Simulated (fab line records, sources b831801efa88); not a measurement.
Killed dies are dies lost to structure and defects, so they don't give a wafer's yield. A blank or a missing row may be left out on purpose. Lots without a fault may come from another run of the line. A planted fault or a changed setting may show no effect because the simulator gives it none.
fab line records | flow sky130
record lots=6 wafers=18 last_day=50
route steps=708 shown PASSIVATION@681 PAD_OPEN@694
lots that met no fault: from a run of the same line without faults
start_h: hours from the record's first day to the start of the lot's first wafer shown | wait_h: hours since the lot's step before | " the same as in the row above | L1.1+2: a row that stands for several wafers | - no value, or no start given | * or withheld: withheld | < > ~ a bound
route shown NAME@n: a module of which the file shows steps, and the number in the route of the first | usual: mean/standard deviation of fault-free wafers | same: alike in all rows | chamber/n: place in a boat | sites: the reading at each site | _std_site: their standard deviation | _edge_site: outer sites' mean less inner sites' | radius_mm: how far each site lies from the wafer's centre | mask NAME#n: copy n | behind: the tool/chamber that last shaped the wafer | hold: why the lot was held/for how many hours/how that ended | device: the transistor (n, p or np) that didn't switch | end of line: the same wafers' tests at the end of the route | a step without rows: its recipe alone | killed: dies lost to structure and defects at the first sort, not the wafer's yield | map: a wafer's dies, x killed, . not, _ none there
set.NAME: the setting as run; set.NAME@STEP: as run at that earlier step | model.NAME: the simulator's own value behind a step, which no gauge read
lots at some steps of the route; a table a step, a row a wafer
services: from which hour (start_h, from the record's first day; less than 0 if before it) a tool's chamber was out of use, for how many hours, and why
## steps
# step SKY_PASSIVATION_CVD_00
# recipe material=SiO2 target_thk_nm=90 temp_c=400 time_s=withheld rf_w=600
# usual heater_power_w=691/99
# columns lot.wafer tool chamber start_h wait_h heater_power_w
L120.1 pecvd-04 1 1022.56 0.0 693
L120.2 " 0 " " 701
L120.3 " 2 " " 685
L129.2 pecvd-02 2 1093.07 0.0 719
L129.4 " 2 " " 703
L129.5 " 1 " " 709
L131.1 pecvd-03 0 1097.49 0.0 874
L131.4 " 1 " " 580
L131.6 " 0 " " 871
L138.1 pecvd-04 0 1168.89 0.0 731
L138.3 " 2 " " 658
L138.5 " 2 " " 688
L142.2 pecvd-03 1 1169.18 0.0 584
L142.3 " 0 " " 862
L142.4 " 1 " " 593
L139.1 pecvd-03 1 1170.88 0.0 597
L139.5 " 2 " " 599
L139.6 " 0 " " 869
# step SKY_PASSIVATION_THK_MEAS_01
# recipe reads=SiO2_of_PASSIVATION_CVD_00
# usual PASSIVATION_CVD_00_THK=90.0/1.2
# columns lot.wafer tool chamber start_h wait_h PASSIVATION_CVD_00_THK[nm]
L120.1 film_metro-01 - 1022.59 - 90.0
L120.2 " - " " 89.5
L120.3 " - " " 88.8
L129.2 film_metro-02 - 1093.11 - 89.1
L129.4 " - " " 89.8
L129.5 " - " " 91.8
L131.1 film_metro-01 - 1097.52 - 88.3
L131.4 " - " " 90.4
L131.6 " - " " 90.8
L138.1 film_metro-02 - 1168.92 - 88.8
L138.3 " - " " 88.6
L138.5 " - " " 89.7
L142.2 film_metro-02 - 1169.21 - 91.0
L142.3 " - " " 91.0
L142.4 " - " " 92.2
L139.1 film_metro-02 - 1170.90 - 89.0
L139.5 " - " " 89.6
L139.6 " - " " 90.1
# step SKY_PASSIVATION_CVD_02
# recipe material=Si3N4 target_thk_nm=540 temp_c=400 time_s=withheld rf_w=450
# usual heater_power_w=730/100
# columns lot.wafer tool chamber start_h wait_h heater_power_w
L120.1 pecvd-02 0 1022.65 0.1 583
L120.2 " 2 " " 745
L120.3 " 0 " " 474
L129.2 pecvd-04 2 1093.16 0.0 692
L129.4 " 2 " " 720
L129.5 " 0 " " 713
L131.1 pecvd-02 0 1097.58 0.1 572
L131.4 " 2 " " 762
L131.6 " 0 " " 570
L138.1 pecvd-02 0 1168.98 0.1 525
L138.3 " 1 " " 800
L138.5 " 0 " " 555
L142.2 pecvd-04 0 1169.26 0.0 763
L142.3 " 2 " " 767
L142.4 " 0 " " 782
L139.1 pecvd-04 2 1170.96 0.1 660
L139.5 " 0 " " 757
L139.6 " 2 " " 689
# step SKY_PASSIVATION_THK_MEAS_03
# recipe reads=Si3N4_of_PASSIVATION_CVD_02
# usual PASSIVATION_CVD_02_THK=540/7
# columns lot.wafer tool chamber start_h wait_h PASSIVATION_CVD_02_THK[nm]
L120.1 film_metro-02 - 1022.98 - 535
L120.2 " - " " 530
L120.3 " - " " 537
L129.2 film_metro-02 - 1093.39 - 521
L129.4 " - " " 534
L129.5 " - " " 536
L131.1 film_metro-04 - 1097.80 - 538
L131.4 " - " " 553
L131.6 " - " " 547
L138.1 film_metro-01 - 1169.20 - 541
L138.3 " - " " 536
L138.5 " - " " 540
L142.2 film_metro-02 - 1169.49 - 539
L142.3 " - " " 538
L142.4 " - " " 544
L139.1 film_metro-02 - 1171.18 - 538
L139.5 " - " " 539
L139.6 " - " " 544
# step SKY_PASSIVATION_DEHYDRATE_04
# recipe temp_c=200 time_s=60
# step SKY_PASSIVATION_HMDS_05
# recipe prime_time_s=60 prime_temp_c=120
# step SKY_PASSIVATION_COAT_06
# recipe spin_rpm=2000 resist_thk_nm=3000
# step SKY_PASSIVATION_SOFTBAKE_07
# recipe temp_c=110 time_s=withheld
# step SKY_PASSIVATION_EXPOSE_08
# recipe mask_id=NSM target_cd_nm=3000 na=0.57 dose_mj=260
# step SKY_PASSIVATION_PEB_09
# recipe temp_c=115 time_s=withheld
# step SKY_PASSIVATION_DEVELOP_10
# recipe develop_time_s=60 dev_temp_c=23
# step SKY_PASSIVATION_ETCH_11
# recipe chemistry=CF4/O2 target_depth_nm=725 stop_on=AlCu source_w=800 bias_w=150 pressure_mtorr=150 cf4_flow_sccm=80 O2_flow_sccm=10 time_s=161.1
# usual drypump_motor_current_A=5.5/0.33 oes_product_au=0.978/0.0072 throttle_valve_pct=5.965/0.0093
# columns lot.wafer tool chamber start_h wait_h drypump_motor_current_A oes_product_au rf_hours_counter_h throttle_valve_pct
L120.1 rie_diel-03 3 1044.98 - 4.9 0.969 25 5.965
L120.2 " 2 " " 5.4 0.957 24 5.958
L120.3 " 1 " " 5.8 0.980 26 5.969
L129.2 rie_diel-04 0 1113.23 - 5.6 0.958 11 5.959
L129.4 " 3 " " 5.2 0.976 17 5.946
L129.5 " 3 " " 5.2 0.978 - 5.967
L131.1 rie_diel-03 2 1117.21 - 5.4 0.972 27 5.957
L131.4 " 1 " " 5.8 0.988 29 5.969
L131.6 " 1 " " 5.8 0.970 - 5.960
L138.1 rie_diel-02 3 1185.16 - 5.9 0.975 11 5.957
L138.3 " 1 " " 5.5 0.979 15 5.949
L138.5 " 1 " " 5.5 0.973 - 5.969
L142.2 rie_diel-04 3 1185.51 - 5.2 0.978 19 5.968
L142.3 " 2 " " 5.7 0.973 13 5.976
L142.4 " 0 " " 5.6 0.978 13 5.966
L139.1 rie_diel-02 2 1186.86 - 5.3 0.981 27 5.958
L139.5 " 1 " " 5.4 0.980 - 5.969
L139.6 " 0 " " 5.4 0.975 - 5.968
# step SKY_PASSIVATION_STRIP_12
# recipe chemistry=O2/N2 power_w=1400 pressure_mtorr=1500 platen_temp_c=withheld overash_fraction=0.7 o2_flow_sccm=3000 n2_flow_sccm=300
# usual chamber_pressure_mTorr=1500.0/1.2 drypump_motor_current_A=5.6/0.37 oes_product_au=0.661/0.0042 strip_time_to_endpoint_s=31.52/0.14
# columns lot.wafer tool chamber start_h wait_h chamber_pressure_mTorr drypump_motor_current_A oes_product_au rf_hours_counter_h strip_time_to_endpoint_s model.coat_of_PASSIVATION_COAT_06.thk_nm
L120.1 plasma_asher-03 1 1045.08 0.1 1499.8 5.7 0.663 63 31.31 0
L120.2 " 0 " " 1500.3 5.1 0.662 63 31.43 0
L120.3 " 1 " " 1498.3 5.7 0.660 - 31.34 0
L129.2 plasma_asher-03 1 1113.34 0.1 1501.5 5.7 0.658 72 31.64 0
L129.4 " 0 " " 1499.0 5.0 0.662 - 31.61 0
L129.5 " 1 " " 1500.9 5.7 0.659 - 31.49 0
L131.1 plasma_asher-04 1 1117.32 0.1 1500.7 5.8 0.663 35 31.47 0
L131.4 " 0 " " 1500.7 6.0 0.655 - 31.51 0
L131.6 " 0 " " 1500.0 6.0 0.669 - 31.44 0
L138.1 plasma_asher-04 1 1185.27 0.1 - - - - - 2489
L138.3 " 1 " " - - - - - 2490
L138.5 " 1 " " - - - - - 2493
L142.2 plasma_asher-03 0 1185.62 0.1 - - - - - 2522
L142.3 " 0 " " - - - - - 2528
L142.4 " 1 " " - - - - - 2525
L139.1 plasma_asher-03 0 1186.97 0.1 1500.4 5.1 0.663 80 31.68 0
L139.5 " 0 " " 1500.8 5.0 0.661 - 31.59 0
L139.6 " 1 " " 1499.5 5.7 0.658 - 31.71 0
# step SKY_PAD_OPEN_DEHYDRATE_00
# recipe temp_c=200 time_s=60
# step SKY_PAD_OPEN_HMDS_01
# recipe prime_time_s=60 prime_temp_c=120
# step SKY_PAD_OPEN_COAT_02
# recipe spin_rpm=2000 resist_thk_nm=3000
# step SKY_PAD_OPEN_SOFTBAKE_03
# recipe temp_c=110 time_s=withheld
# step SKY_PAD_OPEN_EXPOSE_04
# recipe mask_id=PDM target_cd_nm=60000 na=0.57 dose_mj=260
# step SKY_PAD_OPEN_PEB_05
# recipe temp_c=115 time_s=withheld
# step SKY_PAD_OPEN_DEVELOP_06
# recipe develop_time_s=60 dev_temp_c=23
# step SKY_PAD_OPEN_ETCH_07
# recipe chemistry=CF4/O2 target_depth_nm=725 stop_on=AlCu source_w=800 bias_w=150 pressure_mtorr=150 cf4_flow_sccm=80 O2_flow_sccm=10 time_s=161.1
# usual drypump_motor_current_A=5.6/0.4 oes_product_au=0.979/0.0074 throttle_valve_pct=5.965/0.009
# columns lot.wafer tool chamber start_h wait_h drypump_motor_current_A oes_product_au rf_hours_counter_h throttle_valve_pct
L120.1 rie_diel-01 2 1066.16 - 6.2 0.972 8 5.957
L120.2 " 1 " " 6.0 0.973 9 5.968
L120.3 " 0 " " 4.9 0.976 9 5.964
L129.2 rie_diel-02 0 1132.81 - 5.4 0.958 5 5.966
L129.4 " 2 " " 5.3 0.979 25 5.962
L129.5 " 0 " " 5.4 0.973 - 5.974
L131.1 rie_diel-03 1 1136.91 - 5.8 0.985 30 5.948
L131.4 " 2 " " 5.4 0.989 28 5.963
L131.6 " 1 " " 5.8 0.990 - 5.982
L138.1 rie_diel-02 3 1201.49 - 5.9 0.978 12 5.959
L138.3 " 1 " " 5.5 0.972 16 5.972
L138.5 " 1 " " 5.5 0.976 - 5.969
L142.2 rie_diel-01 0 1201.84 - 4.9 0.980 14 5.965
L142.3 " 1 " " 6.0 0.980 14 5.968
L142.4 " 2 " " 6.2 0.985 13 5.962
L139.1 rie_diel-02 3 1202.58 - 5.9 0.981 12 5.961
L139.5 " 1 " " 5.5 0.978 - 5.963
L139.6 " 0 " " 5.4 0.971 - 5.974
# step SKY_PAD_OPEN_STRIP_08
# recipe chemistry=O2/N2 power_w=1400 pressure_mtorr=1500 platen_temp_c=withheld overash_fraction=0.7 o2_flow_sccm=3000 n2_flow_sccm=300
# usual chamber_pressure_mTorr=1500.1/1.2 drypump_motor_current_A=5.90/0.3 oes_product_au=0.663/0.0045 strip_time_to_endpoint_s=37.10/0.084
# columns lot.wafer tool chamber start_h wait_h chamber_pressure_mTorr drypump_motor_current_A oes_product_au rf_hours_counter_h strip_time_to_endpoint_s
L120.1 plasma_asher-04 0 1066.36 0.1 1499.6 6.00 0.667 28 37.18
L120.2 " 1 " " 1500.0 5.76 0.668 28 37.13
L120.3 " 0 " " 1499.7 6.02 0.666 - 37.19
L129.2 plasma_asher-04 1 1132.92 0.1 1499.6 5.74 0.663 37 37.06
L129.4 " 0 " " 1498.6 6.05 0.665 - 37.02
L129.5 " 0 " " 1499.6 6.03 0.668 - 37.14
L131.1 plasma_asher-02 0 1137.02 0.1 1498.9 6.36 0.665 10 37.11
L131.4 " 1 " " 1502.8 5.66 0.657 - 37.01
L131.6 " 1 " " 1500.3 5.66 0.660 - 37.11
L138.1 plasma_asher-04 1 1201.60 0.1 1499.5 5.83 0.699 44 73.77
L138.3 " 0 " " 1500.5 6.02 0.681 - 73.84
L138.5 " 1 " " 1499.1 5.82 0.700 - 73.84
L142.2 plasma_asher-01 0 1201.95 0.1 1499.6 4.96 0.690 97 74.33
L142.3 " 0 " " 1498.6 5.00 0.698 - 74.33
L142.4 " 1 " " 1501.5 5.79 0.689 - 74.21
L139.1 plasma_asher-01 0 1202.69 0.1 1500.0 5.00 0.652 97 37.04
L139.5 " 0 " " 1501.5 4.99 0.659 - 37.10
L139.6 " 1 " " 1500.2 5.78 0.658 - 37.06
# step SKY_PAD_OPEN_STRIP_09
# recipe chemistry=post_etch_residue_remover time_s=1200 temp_c=72.5
## services
# columns tool chamber start_h hours kind
pecvd-02 1 999.38 - clean
rie_diel-01 0 1001.44 8.8 repair
plasma_asher-02 - 1009.84 1.0 repair
plasma_asher-01 - 1032.25 99.9 repair
pecvd-04 - 1039.24 6.0 pm
rie_diel-02 - 1039.63 2.8 pm
pecvd-02 2 1041.84 27.8 repair
rie_diel-02 3 1053.30 5.7 repair
plasma_asher-02 - 1055.25 9.0 pm
rie_diel-02 - 1070.94 2.9 repair
pecvd-04 1 1074.14 16.0 repair
rie_diel-03 1 1074.56 10.7 repair
plasma_asher-03 - 1074.97 8.5 repair
rie_diel-04 0 1101.59 8.6 repair
rie_diel-01 - 1102.41 0.7 repair
rie_diel-02 3 1121.76 7.7 repair
plasma_asher-01 - 1132.15 14.6 pm
rie_diel-04 3 1136.24 2.5 repair
rie_diel-01 3 1137.61 15.5 repair
rie_diel-02 3 1143.59 3.7 repair
plasma_asher-01 - 1146.75 2.8 pm
plasma_asher-03 - 1161.32 1.9 repair
rie_diel-04 3 1162.73 4.1 repair
rie_diel-02 1 1166.90 13.5 repair
## key
first_sign step=SKY_PASSIVATION_STRIP_12 reading=tool_record direction=missing
effect step=SKY_PAD_OPEN_STRIP_08 reading=strip_time_to_endpoint_s direction=up sigmas=99+ usual=* struck=*
model_effect step=SKY_PASSIVATION_STRIP_12 value=coat_of_PASSIVATION_COAT_06.thk_nm without=0 struck=2508
model_effect step=SKY_PAD_OPEN_PROBE_99 value=etest.res_ndiff.open without=0 struck=1
met_at SKY_PASSIVATION_STRIP_12
struck_wafers L138.1,L138.3,L138.5,L142.2,L142.3,L142.4
sort_left_out L138.1,L138.3,L138.5,L142.2,L142.3,L142.4
onset_between 1117.32 1185.27
fault kind=skipped_step_whole tool=plasma_asher-03,plasma_asher-04 chamber=- onset_h=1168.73 steps=SKY_PASSIVATION_STRIP_12 scope=struck_lots_only
# sort_left_out: the simulated sort isn't trusted on such a fault, so these wafers' sort isn't shown, and their yield isn't known
